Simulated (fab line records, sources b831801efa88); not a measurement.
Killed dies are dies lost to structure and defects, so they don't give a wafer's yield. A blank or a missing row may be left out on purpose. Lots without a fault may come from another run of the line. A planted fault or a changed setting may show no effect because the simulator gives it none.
fab line records | flow sky130
record lots=5 wafers=15 last_day=50
route steps=708 shown FIELD_ISO@4 NWELL@32 DNWELL@35
lots that met no fault: from a run of the same line without faults
start_h: hours from the record's first day to the start of the lot's first wafer shown | wait_h: hours since the lot's step before | " the same as in the row above | L1.1+2: a row that stands for several wafers | - no value, or no start given | * or withheld: withheld | < > ~ a bound
route shown NAME@n: a module of which the file shows steps, and the number in the route of the first | usual: mean/standard deviation of fault-free wafers | same: alike in all rows | chamber/n: place in a boat | sites: the reading at each site | _std_site: their standard deviation | _edge_site: outer sites' mean less inner sites' | radius_mm: how far each site lies from the wafer's centre | mask NAME#n: copy n | behind: the tool/chamber that last shaped the wafer | hold: why the lot was held/for how many hours/how that ended | device: the transistor (n, p or np) that didn't switch | end of line: the same wafers' tests at the end of the route | a step without rows: its recipe alone | killed: dies lost to structure and defects at the first sort, not the wafer's yield | map: a wafer's dies, x killed, . not, _ none there
set.NAME: the setting as run; set.NAME@STEP: as run at that earlier step | model.NAME: the simulator's own value behind a step, which no gauge read
lots at some steps of the route; a table a step, a row a wafer
services: from which hour (start_h, from the record's first day; less than 0 if before it) a tool's chamber was out of use, for how many hours, and why
## steps
# step SKY_FIELD_ISO_CVD_03
# recipe material=Si3N4 precursor=DCS/NH3 target_thk_nm=165 temp_c=770 time_s=2830 pressure_mtorr=250
# usual spike_tc_top_C=787.0/1.3
# columns lot.wafer tool chamber start_h wait_h spike_tc_top_C
L079.2 lpcvd-02 1 38.59 1.9 786.7
L079.4 " 1 " " 788.6
L079.6 " 1 " " 789.2
L083.3 lpcvd-02 0 58.59 0.0 786.3
L083.4 " 0 " " 786.6
L083.5 " 0 " " 783.9
L084.4 lpcvd-02 1 66.96 0.0 788.5
L084.5 " 1 " " 788.5
L084.6 " 1 " " 788.1
L092.1 lpcvd-02 1 106.52 0.1 787.5
L092.2 " 1 " " 787.3
L092.5 " 1 " " 788.2
L094.2 lpcvd-02 1 114.80 1.4 786.1
L094.3 " 1 " " 786.5
L094.5 " 1 " " 785.1
# step SKY_FIELD_ISO_THK_MEAS_04
# recipe reads=Si3N4_of_FIELD_ISO_CVD_03
# usual FIELD_ISO_CVD_03_THK=163.9/2
# columns lot.wafer tool chamber start_h wait_h FIELD_ISO_CVD_03_THK[nm]
L079.2 film_metro-01 - 40.39 0.0 159.8
L079.4 " - " " 160.7
L079.6 " - " " 162.3
L083.3 film_metro-04 - 60.40 0.0 161.4
L083.4 " - " " 161.5
L083.5 " - " " 163.6
L084.4 film_metro-04 - 68.78 0.0 164.6
L084.5 " - " " 163.9
L084.6 " - " " 164.0
L092.1 film_metro-04 - 108.30 0.0 164.8
L092.2 " - " " 166.4
L092.5 " - " " 166.5
L094.2 film_metro-01 - 116.60 0.0 167.1
L094.3 " - " " 166.8
L094.5 " - " " 166.2
# step SKY_FIELD_ISO_DEHYDRATE_05
# recipe temp_c=200 time_s=60
# usual plate_temp_C=200.04/0.18
# columns lot.wafer tool chamber start_h wait_h plate_temp_C
L079.2 litho_track-04 0 47.07 6.7 199.90
L079.4 " 0 " " 200.13
L079.6 " 0 " " 199.99
L083.3 litho_track-01 0 66.49 6.1 200.31
L083.4 " 0 " " 200.30
L083.5 " 0 " " 200.23
L084.4 litho_track-03 0 76.02 7.2 200.13
L084.5 " 0 " " 200.07
L084.6 " 0 " " 200.28
L092.1 litho_track-01 0 116.39 8.1 199.73
L092.2 " 0 " " 199.88
L092.5 " 0 " " 199.73
L094.2 litho_track-03 0 125.32 8.7 199.84
L094.3 " 0 " " 199.78
L094.5 " 0 " " 199.72
# step SKY_FIELD_ISO_HMDS_06
# recipe prime_time_s=60 prime_temp_c=120
# columns lot.wafer tool chamber start_h wait_h
L079.2+4+6 litho_track-04 0 47.22 0.1
L083.3+4+5 litho_track-01 0 66.64 0.1
L084.4+5+6 litho_track-03 0 76.17 0.1
L092.1+2+5 litho_track-01 0 116.54 0.1
L094.2+3+5 litho_track-03 0 125.47 0.1
# step SKY_FIELD_ISO_COAT_07
# recipe resist=BARC temp_c=withheld time_s=withheld spin_rpm=3000 resist_thk_nm=60
# columns lot.wafer tool chamber start_h wait_h
L079.2+4+6 litho_track-04 0 47.37 0.1
L083.3+4+5 litho_track-01 0 66.79 0.1
L084.4+5+6 litho_track-03 0 76.32 0.1
L092.1+2+5 litho_track-01 0 116.69 0.1
L094.2+3+5 litho_track-03 0 125.62 0.1
# step SKY_FIELD_ISO_COAT_08
# recipe resist=KrF-thick spin_rpm=3000 resist_thk_nm=450
# columns lot.wafer tool chamber start_h wait_h
L079.2+4+6 litho_track-04 0 - -
L083.3+4+5 litho_track-01 0 - -
L084.4+5+6 litho_track-03 0 - -
L092.1+2+5 litho_track-01 0 - -
L094.2+3+5 litho_track-03 0 - -
# step SKY_FIELD_ISO_SOFTBAKE_09
# recipe temp_c=98.79 time_s=90 resist=KrF-thick
# usual plate_temp_C=98.78/0.13
# columns lot.wafer tool chamber start_h wait_h plate_temp_C
L079.2 litho_track-04 0 - - 98.95
L079.4 " 0 " " 98.74
L079.6 " 0 " " 98.62
L083.3 litho_track-01 0 - - 98.78
L083.4 " 0 " " 98.78
L083.5 " 0 " " 98.87
L084.4 litho_track-03 0 - - 98.75
L084.5 " 0 " " 98.95
L084.6 " 0 " " 98.79
L092.1 litho_track-01 0 - - 98.70
L092.2 " 0 " " 98.94
L092.5 " 0 " " 98.82
L094.2 litho_track-03 0 - - 98.86
L094.3 " 0 " " 98.99
L094.5 " 0 " " 98.81
# step SKY_FIELD_ISO_EXPOSE_10
# recipe mask_id=FOM na=0.68 source_shape=annular sigma_inner=0.4 sigma_outer=0.8 target_cd_nm=150 dose_mj=28
# columns lot.wafer tool chamber start_h wait_h mask
L079.2+4+6 krf_scanner-01 0 - - FOM#0
L083.3+4+5 krf_scanner-01 0 - - FOM#0
L084.4+5+6 krf_scanner-02 0 - - FOM#0
L092.1+2+5 krf_scanner-02 0 - - FOM#0
L094.2+3+5 krf_scanner-01 0 - - FOM#0
# step SKY_FIELD_ISO_PEB_11
# recipe peb_temp_c=withheld peb_time_s=withheld resist=KrF-thick
# columns lot.wafer tool chamber start_h wait_h
L079.2+4+6 litho_track-01 0 - -
L083.3+4+5 litho_track-04 0 - -
L084.4+5+6 litho_track-04 0 - -
L092.1+2+5 litho_track-01 0 - -
L094.2+3+5 litho_track-01 0 - -
# step SKY_FIELD_ISO_DEVELOP_12
# recipe develop_time_s=60 resist=KrF-thick dev_temp_c=21
# columns lot.wafer tool chamber start_h wait_h
L079.2+4+6 litho_track-01 0 - -
L083.3+4+5 litho_track-04 0 - -
L084.4+5+6 litho_track-04 0 - -
L092.1+2+5 litho_track-01 0 - -
L094.2+3+5 litho_track-01 0 - -
# step SKY_FIELD_ISO_CD_MEAS_13
# recipe target_cd_nm=150
# usual cd_nm=149.5/1.6
# columns lot.wafer tool chamber start_h wait_h cd_nm
L079.2 cd_sem-02 - 55.21 - 149.0
L079.4 " - " " 149.5
L079.6 " - " " 149.0
L083.3 cd_sem-02 - 74.93 - 146.5
L083.4 " - " " 147.7
L083.5 " - " " 146.5
L084.4 cd_sem-02 - 84.45 - 152.2
L084.5 " - " " 152.4
L084.6 " - " " 153.3
L092.1 cd_sem-01 - 126.49 - 149.5
L092.2 " - " " 151.0
L092.5 " - " " 150.5
L094.2 cd_sem-01 - 135.61 - 148.8
L094.3 " - " " 150.4
L094.5 " - " " 147.3
# step SKY_FIELD_ISO_ETCH_14
# recipe chemistry=N2/H2 target=BARC ion_energy_ev=200 source_w=500 bias_w=100 pressure_mtorr=30 n2_flow_sccm=100 h2_flow_sccm=200 stop_on=SiO2 time_s=45.9 target_depth_a=600
# usual bias_w=100.03/0.3 drypump_motor_current_A=5.5/0.33 oes_product_au=0.855/0.0043 throttle_valve_pct=13.224/0.0096
# columns lot.wafer tool chamber start_h wait_h bias_w drypump_motor_current_A oes_product_au rf_hours_counter_h throttle_valve_pct
L079.2 rie_diel-04 3 55.31 0.1 100.28 5.3 0.860 8 13.230
L079.4 " 1 " " 99.45 5.5 0.853 148 13.234
L079.6 " 1 " " 99.48 5.5 0.854 - 13.222
L083.3 rie_diel-04 2 75.01 0.1 100.01 5.4 0.852 39 13.210
L083.4 " 0 " " 100.39 5.3 0.856 7 13.205
L083.5 " 2 " " 100.73 5.3 0.861 - 13.232
L084.4 rie_diel-04 0 84.51 0.0 100.26 5.3 0.853 7 13.208
L084.5 " 1 " " 100.26 5.5 0.853 - 13.218
L084.6 " 2 " " 100.30 5.3 0.845 - 13.222
L092.1 rie_diel-03 3 126.61 0.1 100.78 5.5 0.853 127 13.229
L092.2 " 0 " " 100.21 5.5 0.854 9 13.225
L092.5 " 3 " " 100.13 5.6 0.848 - 13.241
L094.2 rie_diel-03 1 135.71 0.1 100.08 5.3 0.858 47 13.213
L094.3 " 3 " " 100.08 5.5 0.861 128 13.221
L094.5 " 1 " " 99.82 5.3 0.849 - 13.222
# step SKY_FIELD_ISO_ETCH_15
# recipe chemistry=CHF3/O2 target_depth_nm=180 stop_on=Si source_w=600 bias_w=200 pressure_mtorr=40 chf3_flow_sccm=50 O2_flow_sccm=5 time_s=72
# usual bias_w=200.0/0.61 drypump_motor_current_A=5.5/0.34 oes_product_au=0.943/0.0079 throttle_valve_pct=8.842/0.0088
# columns lot.wafer tool chamber start_h wait_h bias_w drypump_motor_current_A oes_product_au rf_hours_counter_h throttle_valve_pct
L079.2 rie_diel-04 3 55.35 0.0 201.0 5.3 0.930 8 8.833
L079.4 " 1 " " 200.6 5.5 0.929 148 8.831
L079.6 " 1 " " 200.3 5.6 0.932 - 8.837
L083.3 rie_diel-04 2 75.06 0.0 199.7 5.3 0.932 40 8.817
L083.4 " 0 " " 199.9 5.3 0.938 7 8.851
L083.5 " 2 " " 199.5 5.4 0.944 - 8.850
L084.4 rie_diel-04 0 84.56 0.0 199.5 5.3 0.953 7 8.826
L084.5 " 1 " " 198.5 5.5 0.949 - 8.839
L084.6 " 2 " " 199.8 5.3 0.942 - 8.835
L092.1 rie_diel-03 3 126.65 0.0 199.9 5.5 0.946 127 8.838
L092.2 " 0 " " 200.4 5.5 0.950 9 8.822
L092.5 " 3 " " 200.1 5.5 0.953 - 8.846
L094.2 rie_diel-03 1 135.75 0.0 200.9 5.3 0.954 47 8.833
L094.3 " 3 " " 200.4 5.5 0.946 128 8.864
L094.5 " 1 " " 201.2 5.3 0.952 - 8.836
# step SKY_FIELD_ISO_STRIP_16
# recipe chemistry=O2/N2 power_w=1400 pressure_mtorr=1500 platen_temp_c=withheld o2_flow_sccm=3000 n2_flow_sccm=300 overash_fraction=0.5
# usual drypump_motor_current_A=5.8/0.44 oes_product_au=0.377/0.0051 strip_time_to_endpoint_s=3.540/0.028
# columns lot.wafer tool chamber start_h wait_h drypump_motor_current_A oes_product_au rf_hours_counter_h strip_time_to_endpoint_s
L079.2 plasma_asher-01 1 55.40 0.0 5.9 0.377 36 3.576
L079.4 " 1 " " 5.8 0.383 - 3.535
L079.6 " 1 " " 5.9 0.387 - 3.510
L083.3 plasma_asher-01 0 75.15 0.1 5.6 0.367 - 3.545
L083.4 " 1 " " 5.8 0.385 - 3.576
L083.5 " 0 " " 5.6 0.373 - 3.552
L084.4 plasma_asher-03 0 84.65 0.1 6.2 0.378 - 3.545
L084.5 " 1 " " 5.8 0.372 - 3.509
L084.6 " 0 " " 6.2 0.375 - 3.515
L092.1 plasma_asher-04 0 126.70 0.0 6.3 0.381 1 3.528
L092.2 " 1 " " 4.8 0.380 1 3.600
L092.5 " 1 " " 4.8 0.376 - 3.548
L094.2 plasma_asher-04 1 135.80 0.0 4.8 0.376 2 3.484
L094.3 " 1 " " 4.8 0.372 - 3.485
L094.5 " 1 " " 4.8 0.376 - 3.488
# step SKY_FIELD_ISO_ETCH_17
# recipe target_depth_a=3420 mask_material=Si3N4 chemistry=HBr/Cl2/O2 target=Si taper_deg=5 icp_w=600 bias_w=150 pressure_mtorr=15 HBr_flow_sccm=150 Cl2_flow_sccm=40 O2_flow_sccm=6 time_s=97.7
# usual bias_w=150.0/0.44 drypump_motor_current_A=5.89/0.25 oes_product_au=0.999/0.0089 throttle_valve_pct=25.656/0.01
# columns lot.wafer tool chamber start_h wait_h bias_w drypump_motor_current_A oes_product_au rf_hours_counter_h throttle_valve_pct
L079.2 rie_si-02 1 55.50 0.1 149.6 5.80 1.003 0 25.642
L079.4 " 1 " " 150.4 5.81 1.002 - 25.660
L079.6 " 0 " " 149.3 5.72 1.004 - 25.642
L083.3 rie_si-01 3 75.21 0.0 149.9 6.33 0.983 38 25.666
L083.4 " 1 " " 150.6 6.09 1.003 2 25.670
L083.5 " 1 " " 150.2 6.11 1.002 - 25.669
L084.4 rie_si-02 0 84.71 0.0 149.6 5.68 1.007 100 25.642
L084.5 " 1 " " 150.4 5.75 1.009 - 25.659
L084.6 " 2 " " 150.0 6.05 0.994 - 25.663
L092.1 rie_si-02 2 126.80 0.1 150.5 6.07 0.987 70 25.653
L092.2 " 1 " " 150.0 5.80 1.008 1 25.660
L092.5 " 3 " " 149.5 6.12 1.002 - 25.652
L094.2 rie_si-02 2 135.90 0.1 150.1 6.10 0.997 70 25.661
L094.3 " 3 " " 150.6 6.10 1.013 134 25.637
L094.5 " 2 " " 149.6 6.07 1.000 - 25.653
# step SKY_FIELD_ISO_WET_ETCH_18
# recipe chemistry=H3PO4 target_depth_nm=25 temp_c=160 target=Si3N4 time_s=286
# columns lot.wafer tool chamber start_h wait_h
L079.2+4+6 wet_bench-01 3 55.58 0.0
L083.3+4+5 wet_bench-01 1 75.28 0.0
L084.4+5+6 wet_bench-02 2 84.78 0.0
L092.1+2+5 wet_bench-01 3 126.88 0.0
L094.2+3+5 wet_bench-04 3 135.98 0.0
# step SKY_FIELD_ISO_CLEAN_19
# recipe chemistry=SC1/SC2 mix=1:4:20 temp_c=70 time_s=150
# columns lot.wafer tool chamber start_h wait_h
L079.2+4+6 wet_bench-04 1 55.66 0.0
L083.3+4+5 wet_bench-02 0 75.37 0.0
L084.4+5+6 wet_bench-04 2 84.87 0.0
L092.1+2+5 wet_bench-02 1 126.96 0.0
L094.2+3+5 wet_bench-02 0 136.07 0.0
# step SKY_FIELD_ISO_CLEAN_20
# recipe chemistry=dHF time_s=20 dilution=100:1
# columns lot.wafer tool chamber start_h wait_h
L079.2+4+6 wet_bench-01 3 55.72 0.0
L083.3+4+5 wet_bench-04 3 75.42 0.0
L084.4+5+6 wet_bench-02 2 84.92 0.0
L092.1+2+5 wet_bench-04 3 127.02 0.0
L094.2+3+5 wet_bench-04 0 136.12 0.0
# step SKY_FIELD_ISO_WET_ETCH_21
# recipe chemistry=dHF dilution=100:1 target_depth_nm=20 dry=ipa_marangoni target=SiO2 temp_c=25 time_s=400
# columns lot.wafer tool chamber start_h wait_h
L079.2+4+6 wet_bench-04 2 55.73 0.0
L083.3+4+5 wet_bench-02 2 75.43 0.0
L084.4+5+6 wet_bench-01 2 84.93 0.0
L092.1+2+5 wet_bench-01 1 127.03 0.0
L094.2+3+5 wet_bench-01 3 136.14 0.0
# step SKY_FIELD_ISO_OXIDATION_22
# recipe temp_c=943.3 ambient=O2 stabilise_s=600 purge_s=300 target_thk_a=100 ox_time_s=623
# usual ox_temp_c_max=949.3/1.7 spike_tc_top_C=957/3.8 tube_center_temp_C_max=945.8/0.4
# same purge_s=300
# columns lot.wafer tool chamber start_h wait_h ox_temp_c_max spike_tc_top_C tube_center_temp_C_max
L079.2 furnace-01 0 59.88 4.0 950.9 960 945.7
L079.4 " 0 " " 949.9 961 946.5
L079.6 " 0 " " 949.7 959 945.5
L083.3 furnace-01 0 76.68 1.1 952.8 962 945.6
L083.4 " 0 " " 949.2 961 945.6
L083.5 " 0 " " 950.9 961 946.6
L084.4 furnace-01 0 85.06 0.0 950.2 959 945.4
L084.5 " 0 " " 949.5 960 945.4
L084.6 " 0 " " 950.5 960 945.3
L092.1 furnace-01 0 128.78 1.6 949.3 962 945.7
L092.2 " 0 " " 950.9 960 945.6
L092.5 " 0 " " 950.2 961 945.6
L094.2 furnace-02 0 144.43 8.2 947.4 952 946.3
L094.3 " 0 " " 947.7 950 945.9
L094.5 " 0 " " 947.3 952 945.5
# step SKY_FIELD_ISO_THK_MEAS_23
# recipe reads=SiO2_of_FIELD_ISO_OXIDATION_22
# usual FIELD_ISO_OXIDATION_01_THK=9.07/0.17
# columns lot.wafer tool chamber start_h wait_h FIELD_ISO_OXIDATION_01_THK[nm]
L079.2 film_metro-03 - 61.06 0.0 9.04
L079.4 " - " " 8.96
L079.6 " - " " 9.12
L083.3 film_metro-03 - 77.87 0.0 9.25
L083.4 " - " " 9.25
L083.5 " - " " 9.06
L084.4 film_metro-01 - 86.27 0.0 8.93
L084.5 " - " " 8.84
L084.6 " - " " 8.80
L092.1 film_metro-03 - 129.95 0.0 8.87
L092.2 " - " " 9.08
L092.5 " - " " 8.79
L094.2 film_metro-01 - 145.61 0.0 8.94
L094.3 " - " " 8.94
L094.5 " - " " 9.05
# step SKY_FIELD_ISO_CVD_24
# recipe material=SiO2 target_thk_nm=595 temp_c=650 sigma_open_frac=0.3 time_s=99.2 sih4_flow_sccm=60 pressure_mtorr=6
# columns lot.wafer tool chamber start_h wait_h
L079.2+4+6 hdpcvd-02 0,1,0 61.11 0.0
L083.3+4+5 hdpcvd-01 0,1,2 77.91 0.0
L084.4+5+6 hdpcvd-01 0,1,2 86.33 0.1
L092.1+2+5 hdpcvd-02 2,1,1 130.01 0.1
L094.2+3+5 hdpcvd-01 1,0,2 145.66 0.0
# step SKY_FIELD_ISO_THK_MEAS_25
# recipe reads=SiO2_of_FIELD_ISO_CVD_24
# usual FIELD_ISO_CVD_24_THK=592/6.4
# columns lot.wafer tool chamber start_h wait_h FIELD_ISO_CVD_24_THK[nm]
L079.2 film_metro-03 - 61.19 0.0 595
L079.4 " - " " 600
L079.6 " - " " 597
L083.3 film_metro-04 - 78.00 0.1 594
L083.4 " - " " 587
L083.5 " - " " 579
L084.4 film_metro-04 - 86.40 0.0 594
L084.5 " - " " 589
L084.6 " - " " 593
L092.1 film_metro-04 - 130.08 0.0 604
L092.2 " - " " 599
L092.5 " - " " 604
L094.2 film_metro-04 - 145.74 0.0 593
L094.3 " - " " 579
L094.5 " - " " 589
# step SKY_FIELD_ISO_ANNEAL_26
# recipe temp_c=1000 time_s=1800 ambient=N2
# usual spike_tc_top_C=1014/3.8 tube_center_temp_C_max=1002.6/0.41
# columns lot.wafer tool chamber start_h wait_h spike_tc_top_C tube_center_temp_C_max
L079.2 furnace-01 0 68.25 7.0 1016 1003.1
L079.4 " 0 " " 1017 1002.3
L079.6 " 0 " " 1017 1002.7
L083.3 furnace-01 0 79.10 1.1 1017 1003.2
L083.4 " 0 " " 1016 1002.8
L083.5 " 0 " " 1015 1002.0
L084.4 furnace-01 0 87.41 1.0 1017 1003.0
L084.5 " 0 " " 1016 1002.4
L084.6 " 0 " " 1017 1003.9
L092.1 furnace-01 0 132.71 2.6 1015 1002.2
L092.2 " 0 " " 1017 1003.3
L092.5 " 0 " " 1015 1002.8
L094.2 furnace-02 0 147.01 1.3 1009 1002.3
L094.3 " 0 " " 1007 1002.7
L094.5 " 0 " " 1007 1002.7
# step SKY_FIELD_ISO_CMP_27
# recipe stop_on=Si3N4 t_overpolish_s=16 down_force_psi=4 platen_rpm=60 target_thk_nm=457.8 pad_velocity_m_s=0.94248
# usual edge_zone_pressure_frac=1.001/0.0041 motor_current_A=12.4/1.1 overpolish_run_s=16.002/0.01 retaining_ring_pressure_frac=1.000/0.0045 time_to_endpoint_s=110/3.6
# same t_overpolish_s=16
# columns lot.wafer tool chamber start_h wait_h edge_zone_pressure_frac motor_current_A overpolish_run_s retaining_ring_pressure_frac time_to_endpoint_s
L079.2 cmp-01 3 69.80 0.1 0.999 12.6 16.006 1.003 115
L079.4 " 0 " " 1.002 11.7 15.995 1.003 115
L079.6 " 2 " " 1.010 12.6 16.003 0.989 111
L083.3 cmp-02 2 80.60 0.0 1.004 12.5 16.017 1.000 115
L083.4 " 3 " " 1.002 10.9 15.998 0.999 110
L083.5 " 3 " " 1.000 11.5 16.005 0.997 112
L084.4 cmp-01 0 89.06 0.1 1.004 11.5 16.007 1.000 112
L084.5 " 1 " " 1.004 14.0 15.995 1.001 112
L084.6 " 2 " " 1.006 12.4 16.000 0.996 113
L092.2 cmp-02 2 134.31 0.1 0.994 12.1 16.012 1.002 110
L092.1 " 3 " " 0.999 11.3 15.994 1.005 110
L092.5 " 0 " " 1.003 13.8 16.001 1.000 109
L094.3 cmp-01 0 148.56 0.1 1.002 11.4 16.002 1.004 106
L094.2 " 1 " " 1.001 13.7 15.991 1.004 105
L094.5 " 3 " " 1.000 12.6 16.005 1.001 108
# step SKY_FIELD_ISO_WET_ETCH_28
# recipe chemistry=dHF target_depth_nm=23.7 target=SiO2 dilution=10:1 temp_c=25 time_s=47
# columns lot.wafer tool chamber start_h wait_h
L079.2+4+6 wet_bench-02 0 70.05 0.2
L083.3+4+5 wet_bench-02 0 80.90 0.2
L084.4+5+6 wet_bench-04 2 89.21 0.1
L092.1+2+5 wet_bench-04 0 134.51 0.1
L094.2+3+5 wet_bench-01 0 148.81 0.1
# step SKY_FIELD_ISO_WET_ETCH_29
# recipe chemistry=H3PO4 target_depth_nm=160 target=Si3N4 temp_c=160 time_s=1825
# columns lot.wafer tool chamber start_h wait_h
L079.2+4+6 wet_bench-01 2 70.07 0.0
L083.3+4+5 wet_bench-01 2 80.92 0.0
L084.4+5+6 wet_bench-02 1 89.23 0.0
L092.1+2+5 wet_bench-01 0 134.53 0.0
L094.2+3+5 wet_bench-04 0 148.83 0.0
# step SKY_FIELD_ISO_WET_ETCH_30
# recipe chemistry=dHF target_depth_nm=25 target=SiO2 dilution=10:1 temp_c=25 time_s=50
# columns lot.wafer tool chamber start_h wait_h
L079.2+4+6 wet_bench-04 2 70.58 0.0
L083.3+4+5 wet_bench-04 3 81.44 0.0
L084.4+5+6 wet_bench-04 0 89.75 0.0
L092.1+2+5 wet_bench-02 0 135.05 0.0
L094.2+3+5 wet_bench-02 3 149.39 0.0
# step SKY_NWELL_CLEAN_00
# recipe chemistry=SC1/SC2 mix=1:4:20 temp_c=70 time_s=150 dry=n2_spin
# columns lot.wafer tool chamber start_h wait_h
L079.2+4+6 wet_bench-02 3 70.61 0.0
L083.3+4+5 wet_bench-02 2 81.46 0.0
L084.4+5+6 wet_bench-02 3 89.77 0.0
L092.1+2+5 wet_bench-04 3 135.07 0.0
L094.2+3+5 wet_bench-04 1 149.41 0.0
# step SKY_NWELL_OXIDATION_01
# recipe temp_c=900 ambient=O2 stabilise_s=600 purge_s=300 target_thk_a=100 ox_time_s=1418
# usual ox_temp_c_max=905.3/1.7 spike_tc_top_C=913/4.1 tube_center_temp_C_max=902.4/0.39
# same purge_s=300
# columns lot.wafer tool chamber start_h wait_h ox_temp_c_max spike_tc_top_C tube_center_temp_C_max
L079.2 furnace-01 0 73.94 3.3 906.9 916 901.8
L079.4 " 0 " " 907.3 916 902.8
L079.6 " 0 " " 907.4 919 902.2
L083.3 furnace-02 0 81.52 0.0 902.8 910 902.0
L083.4 " 0 " " 904.8 907 901.9
L083.5 " 0 " " 903.7 910 902.5
L084.4 furnace-02 0 90.92 1.1 903.2 909 902.8
L084.5 " 0 " " 902.8 909 902.3
L084.6 " 0 " " 904.2 908 902.3
L092.1 furnace-01 0 142.52 7.4 907.8 919 903.1
L092.2 " 0 " " 906.7 918 903.1
L092.5 " 0 " " 906.6 918 902.2
L094.2 furnace-02 0 149.68 0.2 904.1 911 901.6
L094.3 " 0 " " 903.9 910 902.0
L094.5 " 0 " " 903.2 912 902.4
# step SKY_NWELL_THK_MEAS_02
# recipe reads=SiO2_of_NWELL_OXIDATION_01
# usual NWELL_OXIDATION_THK=10.05/0.19
# columns lot.wafer tool chamber start_h wait_h NWELL_OXIDATION_THK[nm]
L079.2 film_metro-03 - 75.34 0.0 10.02
L079.4 " - " " 10.08
L079.6 " - " " 10.02
L083.3 film_metro-02 - 82.93 0.0 9.96
L083.4 " - " " 10.02
L083.5 " - " " 9.90
L084.4 film_metro-04 - 92.34 0.0 10.39
L084.5 " - " " 10.32
L084.6 " - " " 10.36
L092.1 film_metro-02 - 143.92 0.0 10.27
L092.2 " - " " 10.25
L092.5 " - " " 10.16
L094.2 film_metro-04 - 151.08 0.0 9.85
L094.3 " - " " 10.07
L094.5 " - " " 10.03
# step SKY_DNWELL_DEHYDRATE_00
# recipe temp_c=200 time_s=60
# usual plate_temp_C=200.02/0.16
# columns lot.wafer tool chamber start_h wait_h plate_temp_C
L079.2 litho_track-01 0 82.61 7.3 199.96
L079.4 " 0 " " 200.33
L079.6 " 0 " " 200.16
L083.3 litho_track-01 0 91.64 8.7 200.21
L083.4 " 0 " " 200.14
L083.5 " 0 " " 199.98
L084.4 litho_track-04 0 100.07 7.7 199.74
L084.5 " 0 " " 199.92
L084.6 " 0 " " 199.86
L092.1 litho_track-04 0 152.49 8.6 200.30
L092.2 " 0 " " 200.25
L092.5 " 0 " " 200.10
L094.2 litho_track-02 0 160.51 9.4 199.76
L094.3 " 0 " " 199.62
L094.5 " 0 " " 199.90
# step SKY_DNWELL_HMDS_01
# recipe prime_time_s=60 prime_temp_c=120
# columns lot.wafer tool chamber start_h wait_h
L079.2+4+6 litho_track-01 0 82.76 0.1
L083.3+4+5 litho_track-01 0 91.79 0.1
L084.4+5+6 litho_track-04 0 100.22 0.1
L092.1+2+5 litho_track-04 0 152.64 0.1
L094.2+3+5 litho_track-02 0 160.66 0.1
# step SKY_DNWELL_COAT_02
# recipe spin_rpm=2000 resist_thk_nm=3000
# columns lot.wafer tool chamber start_h wait_h
L079.2+4+6 litho_track-01 0 82.91 0.1
L083.3+4+5 litho_track-01 0 91.94 0.1
L084.4+5+6 litho_track-04 0 100.37 0.1
L092.1+2+5 litho_track-04 0 152.79 0.1
L094.2+3+5 litho_track-02 0 160.81 0.1
# step SKY_DNWELL_SOFTBAKE_03
# recipe temp_c=110 time_s=withheld
# usual plate_temp_C=110.01/0.13
# columns lot.wafer tool chamber start_h wait_h plate_temp_C
L079.2 litho_track-01 0 83.07 0.1 110.03
L079.4 " 0 " " 110.15
L079.6 " 0 " " 109.97
L083.3 litho_track-01 0 92.10 0.1 110.09
L083.4 " 0 " " 110.07
L083.5 " 0 " " 109.96
L084.4 litho_track-04 0 100.54 0.1 109.98
L084.5 " 0 " " 109.76
L084.6 " 0 " " 109.94
L092.1 litho_track-04 0 152.94 0.1 109.85
L092.2 " 0 " " 109.97
L092.5 " 0 " " 110.06
L094.2 litho_track-02 0 160.96 0.1 110.03
L094.3 " 0 " " 110.09
L094.5 " 0 " " 109.90
# step SKY_DNWELL_EXPOSE_04
# recipe mask_id=DNM na=0.57 target_cd_nm=3000 dose_mj=222
# columns lot.wafer tool chamber start_h wait_h mask
L079.2+4+6 iline_stepper-01 0 - - DNM#0
L083.3+4+5 iline_stepper-02 0 - - DNM#0
L084.4+5+6 iline_stepper-02 0 - - DNM#0
L092.1+2+5 iline_stepper-01 0 - - DNM#0
L094.2+3+5 iline_stepper-01 0 - - DNM#0
# step SKY_DNWELL_PEB_05
# recipe temp_c=115 time_s=withheld
# usual plate_temp_C=114.98/0.12
# columns lot.wafer tool chamber start_h wait_h plate_temp_C
L079.2 litho_track-04 0 - - 114.79
L079.4 " 0 " " 114.97
L079.6 " 0 " " 114.74
L083.3 litho_track-02 0 - - 115.07
L083.4 " 0 " " 114.95
L083.5 " 0 " " 114.94
L084.4 litho_track-02 0 - - 115.04
L084.5 " 0 " " 114.82
L084.6 " 0 " " 114.85
L092.1 litho_track-02 0 - - 114.94
L092.2 " 0 " " 114.93
L092.5 " 0 " " 114.81
L094.2 litho_track-01 0 - - 115.24
L094.3 " 0 " " 115.16
L094.5 " 0 " " 114.88
# step SKY_DNWELL_DEVELOP_06
# recipe wall_angle_deg=90 developer=TMAH develop_time_s=60 dev_temp_c=23
# columns lot.wafer tool chamber start_h wait_h
L079.2+4+6 litho_track-04 0 - -
L083.3+4+5 litho_track-02 0 - -
L084.4+5+6 litho_track-02 0 - -
L092.1+2+5 litho_track-02 0 - -
L094.2+3+5 litho_track-01 0 - -
# step SKY_DNWELL_IMPLANT_07
# recipe species=P energy_kev=withheld dose_cm2=withheld tilt_deg=withheld
# columns lot.wafer tool chamber start_h wait_h
L079.2+4+6 implanter-02 0 92.47 -
L083.3+4+5 implanter-02 0 100.68 -
L084.4+5+6 implanter-04 0 109.71 -
L092.1+2+5 implanter-04 0 163.33 -
L094.2+3+5 implanter-02 0 171.16 -
## services
# columns tool chamber start_h hours kind
rie_si-02 1 18.38 4.1 repair
rie_diel-04 1 19.81 2.0 repair
wet_bench-02 - 39.50 29.0 pm
furnace-02 - 39.66 29.1 pm
rie_si-02 3 54.12 21.5 repair
krf_scanner-01 - 63.60 1.3 pm
cmp-01 - 64.16 4.0 pm
rie_diel-04 0 78.04 4.9 repair
implanter-02 - 78.89 4.7 pm
rie_diel-03 2 81.37 15.0 repair
cmp-01 - 97.92 4.9 repair
furnace-01 - 99.44 4.0 pm
furnace-02 - 103.72 3.8 pm
iline_stepper-01 - 104.58 0.9 repair
iline_stepper-01 - 108.88 14.8 repair
rie_diel-03 2 109.66 3.9 repair
hdpcvd-01 - 109.76 4.3 pm
rie_si-02 1 109.92 2.0 repair
furnace-01 - 124.23 3.2 pm
krf_scanner-01 - 126.34 0.8 pm
hdpcvd-01 2 126.68 17.2 repair
furnace-02 - 127.49 16.9 pm
cmp-01 - 138.70 0.3 repair
rie_diel-03 1 167.30 3.9 repair
## key
fault none
